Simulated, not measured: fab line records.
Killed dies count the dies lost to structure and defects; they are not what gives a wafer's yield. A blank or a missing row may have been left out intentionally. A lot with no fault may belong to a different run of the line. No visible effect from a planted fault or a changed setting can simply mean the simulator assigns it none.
Which tool did it? / flow sky130 / 10 lots with 30 wafers sampled at 2 steps, on a route of 708 steps

## WHAT THE GAUGES READ, wafer by wafer
SKY_SPACER_THK_MEAS_01.
lot=L936; measured=day 23 21:42; on=film_metro-03; SPACER_CVD_00_THK (nm)=43.4 43.3 43.1
lot=L937; measured=day 24 17:06; on=film_metro-04; SPACER_CVD_00_THK (nm)=43.5 43.3 43.7
lot=L938; measured=day 24 17:02; on=film_metro-04; SPACER_CVD_00_THK (nm)=43.9 43.9 43.7
lot=L941; measured=day 25 04:06; on=film_metro-02; SPACER_CVD_00_THK (nm)=45.2 44.9 44.4
lot=L942; measured=day 25 14:47; on=film_metro-04; SPACER_CVD_00_THK (nm)=43.5 44.1 44.0
lot=L943; measured=day 26 02:55; on=film_metro-03; SPACER_CVD_00_THK (nm)=43.1 42.9 42.8
lot=L947; measured=day 27 20:43; on=film_metro-02; SPACER_CVD_00_THK (nm)=37.4 37.6 37.5
lot=L949; measured=day 28 16:36; on=film_metro-02; SPACER_CVD_00_THK (nm)=37.4 37.4 37.6
lot=L957; measured=day 31 01:42; on=film_metro-02; SPACER_CVD_00_THK (nm)=43.3 43.1 42.9
lot=L958; measured=day 31 06:33; on=film_metro-04; SPACER_CVD_00_THK (nm)=42.7 42.3 42.5

## WHICH TOOL RAN EACH LOT (tool, then ch and the chambers of the sampled wafers, then the start)
lot=L936; SKY_SPACER_CVD_00=lpcvd-02 ch 1, day 23 20:29
lot=L937; SKY_SPACER_CVD_00=lpcvd-02 ch 0, day 24 15:50
lot=L938; SKY_SPACER_CVD_00=lpcvd-02 ch 1, day 24 15:50
lot=L941; SKY_SPACER_CVD_00=lpcvd-02 ch 0, day 25 02:53
lot=L942; SKY_SPACER_CVD_00=lpcvd-02 ch 1, day 25 13:34
lot=L943; SKY_SPACER_CVD_00=lpcvd-02 ch 0, day 26 01:07
lot=L947; SKY_SPACER_CVD_00=lpcvd-02 ch 0, day 27 19:29
lot=L949; SKY_SPACER_CVD_00=lpcvd-02 ch 1, day 28 15:24
lot=L957; SKY_SPACER_CVD_00=lpcvd-02 ch 1, day 31 00:29
lot=L958; SKY_SPACER_CVD_00=lpcvd-02 ch 1, day 31 04:45
- SKY_SPACER_CVD_00: deposits Si3N4 from DCS/NH3, target thk 43.1 nm, time 740 s.

## THE ANSWER, worked out from the rows above alone
Rule: the lots themselves supply what counts as usual. The widest of any qualifying gaps counts: lots, ordered by their means at a reading, are off when they make up no more than a third of the lots, leave a main group of 4 or more, and stand apart from it by 3 or more times the standard deviation of that group's means. Not used: any main group whose means are identical at the precision the tables above print for the reading. Also off: a lot with no number at a reading for which 4 or more lots have one. Any other lot the step has rows for is counted as sound.
Off: L947, L949, seen at SKY_SPACER_THK_MEAS_01 (SPACER_CVD_00_THK). Main group: mean 43.5 nm, sd 0.67.
If a tool, at a process step before that reading, ran all the lots that are off and no sound lot after the first of them, it fits. Gauges at SKY_SPACER_THK_MEAS_01: tried the same way as those tools. None of those tried fits.

## WHAT WAS PUT IN BY THE SIMULATOR
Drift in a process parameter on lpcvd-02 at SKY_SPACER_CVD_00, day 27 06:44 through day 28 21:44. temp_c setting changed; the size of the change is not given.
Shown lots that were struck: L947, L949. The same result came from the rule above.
